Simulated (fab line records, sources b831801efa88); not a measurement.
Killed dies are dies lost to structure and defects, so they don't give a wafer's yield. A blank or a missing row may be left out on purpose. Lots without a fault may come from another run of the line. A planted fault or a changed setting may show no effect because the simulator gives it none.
Which tool did it? | flow sky130 | 13 lots, 39 wafers sampled, at 2 steps of a route of 708

WHAT THE GAUGES READ, wafer by wafer
SKY_VT_ADJUST_NCORE_OVL_MEAS_08.
lot  | measured     | on         | VT_ADJUST_NCORE_OVL (nm)
L570 | day 8 12:47  | overlay-02 | -1.5 -1.6 -0.7
L571 | day 8 18:44  | overlay-02 | -0.3 1.0 1.5
L572 | day 9 02:31  | overlay-01 | -1.7 -1.1 0.7
L576 | day 10 05:17 | overlay-02 | 0.4 0.3 1.2
L577 | day 10 12:46 | overlay-01 | 1.9 3.5 0.9
L579 | day 11 00:48 | overlay-01 | -1.5 -4.0 -3.7
L578 | day 11 01:58 | overlay-02 | 2.2 1.3 2.9
L584 | day 12 12:16 | overlay-01 | 153.1 152.8 153.2
L586 | day 13 05:20 | overlay-01 | 153.9 153.2 154.1
L587 | day 13 15:36 | overlay-01 | -0.1 1.7 -0.1
L589 | day 14 02:27 | overlay-01 | -0.5 -1.7 -1.6
L590 | day 14 12:55 | overlay-01 | -2.1 -2.2 -2.5
L592 | day 14 23:43 | overlay-02 | 0.5 -0.9 0.8

WHICH TOOL RAN EACH LOT (tool, then ch and the chambers of the sampled wafers, then the start)
lot  | SKY_VT_ADJUST_NCORE_EXPOSE_04
L570 | iline_stepper-01 ch 0, day 8 03:32
L571 | iline_stepper-02 ch 0, day 8 08:58
L572 | iline_stepper-01 ch 0, day 8 16:07
L576 | iline_stepper-01 ch 0, day 9 17:47
L577 | iline_stepper-01 ch 0, day 10 02:06
L579 | iline_stepper-02 ch 0, day 10 14:05
L578 | iline_stepper-02 ch 0, day 10 15:11
L584 | iline_stepper-02 ch 0, day 12 00:48
L586 | iline_stepper-02 ch 0, day 12 16:58
L587 | iline_stepper-01 ch 0, day 13 03:11
L589 | iline_stepper-01 ch 0, day 13 13:42
L590 | iline_stepper-01 ch 0, day 13 23:23
L592 | iline_stepper-01 ch 0, day 14 10:43
- SKY_VT_ADJUST_NCORE_EXPOSE_04: exposes mask LVTN COMPLEMENT THIN, target cd 380 nm.

WHAT THE TOOLS THEMSELVES READ (means of the sampled wafers that have a number; where no wafer has one, the mark that the record gives instead)
The record holds no such reading with a usual standard deviation.

THE ANSWER, worked out from the rows above alone
Rule: what is usual is taken from the lots themselves. Put in order of their means at a reading, lots are off if they are a third of the lots or fewer, leave a main group of 4 or more, and stand apart from it by a gap of 3 or more times the standard deviation of the main group's means; of several such gaps the widest counts. A main group whose means are all the same, to the digits that the tables above print for the reading, isn't used. A lot without any number at a reading at which 4 lots or more have one is off too. The other lots that the step has rows for count as sound. The gauges are gone through in route order, then the tools' own readings, and for those a lot's mean is taken as printed above. The first step at which some lot is off is used, and at that step the reading that is off furthest; a lot without a number counts as furthest.
Off: L584, L586, at SKY_VT_ADJUST_NCORE_OVL_MEAS_08 (VT_ADJUST_NCORE_OVL). The main group: mean -0.2 nm, standard deviation 1.6.
A tool fits if, at a process step before that reading, it ran every lot that is off, and no sound lot after the first of them. The gauges at SKY_VT_ADJUST_NCORE_OVL_MEAS_08 are tried like those tools. One fits: iline_stepper-02 at SKY_VT_ADJUST_NCORE_EXPOSE_04. Its last sound lot is L578 (day 10 15:11), its first lot that is off L584 (day 12 00:48): a fault that began between those two fits.

WHAT THE SIMULATOR HAD PUT IN
Scanner matching overlay: iline_stepper-02, from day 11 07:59 on, at SKY_VT_ADJUST_NCORE_EXPOSE_04. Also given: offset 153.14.
Lots struck among those shown: L584, L586. The rule above found the same.
